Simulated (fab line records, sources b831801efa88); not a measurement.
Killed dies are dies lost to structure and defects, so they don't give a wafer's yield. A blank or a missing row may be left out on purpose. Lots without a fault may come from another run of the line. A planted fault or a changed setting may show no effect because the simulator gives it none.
Split-lot experiment | flow sky130 | 5 lots, 23 wafers read, on a route of 708 steps

THE SPLIT
At SKY_METAL4_COAT_08 (resist thk 1140 nm), the setting resist_thk_nm was moved away from the recipe's 1140 nm on 7 of the 23 wafers read, by -4.7% to +2.3%. The other wafers ran this setting at the recipe's value.

FROM THE SPLIT TO THE READING: what the file shows between them, 1 step
- SKY_METAL4_METAL_ETCH_18: etches the open film in Cl2/BCl3, stops on SiO2, target depth 845 nm, time 183.1 s (also split here: pressure_mtorr)

THE READING
oes_product_au, in a.u., at SKY_METAL4_STRIP_19 (strips in O2/N2). Fault-free wafers of this fab line usually give 0.501 a.u., standard deviation 0.0066 a.u..

wafer  | tool, chamber at the split | resist_thk_nm as run, nm | against the recipe | oes_product_au, a.u. | against lot-mates on the recipe
L075.1 | litho_track-03, 0          | 1140                     | recipe             | 0.513                | -
L075.2 | litho_track-03, 0          | 1094                     | -4.0%              | 0.483                | -0.027
L075.3 | litho_track-03, 0          | 1140                     | recipe             | 0.507                | -
L075.5 | litho_track-03, 0          | 1140                     | recipe             | 0.509                | -
L075.6 | litho_track-03, 0          | 1094                     | -4.0%              | 0.485                | -0.025
L076.2 | litho_track-04, 0          | 1140                     | recipe             | 0.506                | -
L076.3 | litho_track-04, 0          | 1166                     | +2.3%              | 0.504                | +0.002
L076.4 | litho_track-04, 0          | 1140                     | recipe             | 0.500                | -
L076.5 | litho_track-04, 0          | 1166                     | +2.3%              | 0.509                | +0.007
L076.6 | litho_track-04, 0          | 1140                     | recipe             | 0.499                | -
L079.3 | litho_track-03, 0          | 1140                     | recipe             | 0.500                | -
L079.5 | litho_track-03, 0          | 1140                     | recipe             | 0.498                | -
L079.6 | litho_track-03, 0          | 1140                     | recipe             | 0.499                | -
L082.1 | litho_track-04, 0          | 1086                     | -4.7%              | 0.480                | -0.018
L082.2 | litho_track-04, 0          | 1140                     | recipe             | 0.496                | -
L082.3 | litho_track-04, 0          | 1086                     | -4.7%              | 0.474                | -0.024
L082.4 | litho_track-04, 0          | 1086                     | -4.7%              | 0.478                | -0.020
L082.5 | litho_track-04, 0          | 1140                     | recipe             | 0.499                | -
L084.1 | litho_track-02, 0          | 1140                     | recipe             | 0.499                | -
L084.2 | litho_track-02, 0          | 1140                     | recipe             | 0.500                | -
L084.4 | litho_track-02, 0          | 1140                     | recipe             | 0.510                | -
L084.5 | litho_track-02, 0          | 1140                     | recipe             | 0.509                | -
L084.6 | litho_track-02, 0          | 1140                     | recipe             | 0.510                | -

THE FIT
A straight line over all 23 wafers: oes_product_au changes by +0.00471 a.u. for each +1% of resist_thk_nm; r = +0.88; the points scatter about the line by 0.0054 a.u..
The same after taking each lot's own level away (the mean of its wafers on the recipe; 23 wafers): +0.00452 a.u. for each +1%; r = +0.92; scatter 0.0042 a.u..
On that fit, the largest move of resist_thk_nm shifts the reading by 0.021 a.u..
The lots' own levels span 0.4975 to 0.5097 a.u., that is 1.8 times the standard deviation above.
So the lot-to-lot level changes the slope little: the two slopes agree.
Check: with one of the wafers moved furthest among these (-4.7%) left out of the fit, the line predicts -0.0237 a.u. for it against its lot-mates. It came out at -0.0175 a.u. against them.

OTHER SPLITS ON THESE WAFERS
These wafers also went through other splits before the reading. Each is held against what the fit with the lots' levels taken away leaves over:
other split on the same wafers          | wafers away from the commonest value | r with oes_product_au (lot level and that fit taken away)
SKY_CAPM_SPUTTER_02 time_s              | 7                                    | -0.04
SKY_CAPM_DEVELOP_11 develop_time_s      | 9                                    | -0.13
SKY_VIA3_HDPCVD_00 time_s               | 4                                    | +0.33
SKY_VIA3_SPUTTER_20 power_w             | 6                                    | +0.20
SKY_METAL4_SPUTTER_00 time_s            | 11                                   | +0.00
SKY_CAP2M_COAT_07 resist_thk_nm         | 9                                    | -0.34
SKY_CAP2M_METAL_ETCH_13 pressure_mtorr  | 18                                   | -0.24
SKY_METAL4_METAL_ETCH_18 pressure_mtorr | 18                                   | -0.16

THE WHOLE CHAIN: every reading that the file lists as answering this split, in the file's order
step                     | what it does                                                                       | reading                                                                             | change (the file's fit)                   | r (the file's)
SKY_METAL4_COAT_08       | resist thk 1140 nm                                                                 | KrF-thick_of_METAL4_COAT_08.thk_nm (the simulator's own value, which no gauge read) | +11.7 nm for each +1% of the setting      | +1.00
SKY_METAL4_METAL_ETCH_18 | etches the open film in Cl2/BCl3, stops on SiO2, target depth 845 nm, time 183.1 s | KrF-thick_of_METAL4_COAT_08.thk_nm (the simulator's own value, which no gauge read) | +11.1 nm for each +1% of the setting      | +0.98
SKY_METAL4_STRIP_19      | strips in O2/N2                                                                    | oes_product_au                                                                      | +0.00471 a.u. for each +1% of the setting | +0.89
SKY_METAL4_STRIP_19      | strips in O2/N2                                                                    | strip_time_to_endpoint_s                                                            | withheld for each +1% of the setting      | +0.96

THE FILE'S OWN FIT
oes_product_au changes by +0.00471 a.u. for each +1% of resist_thk_nm, r = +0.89.
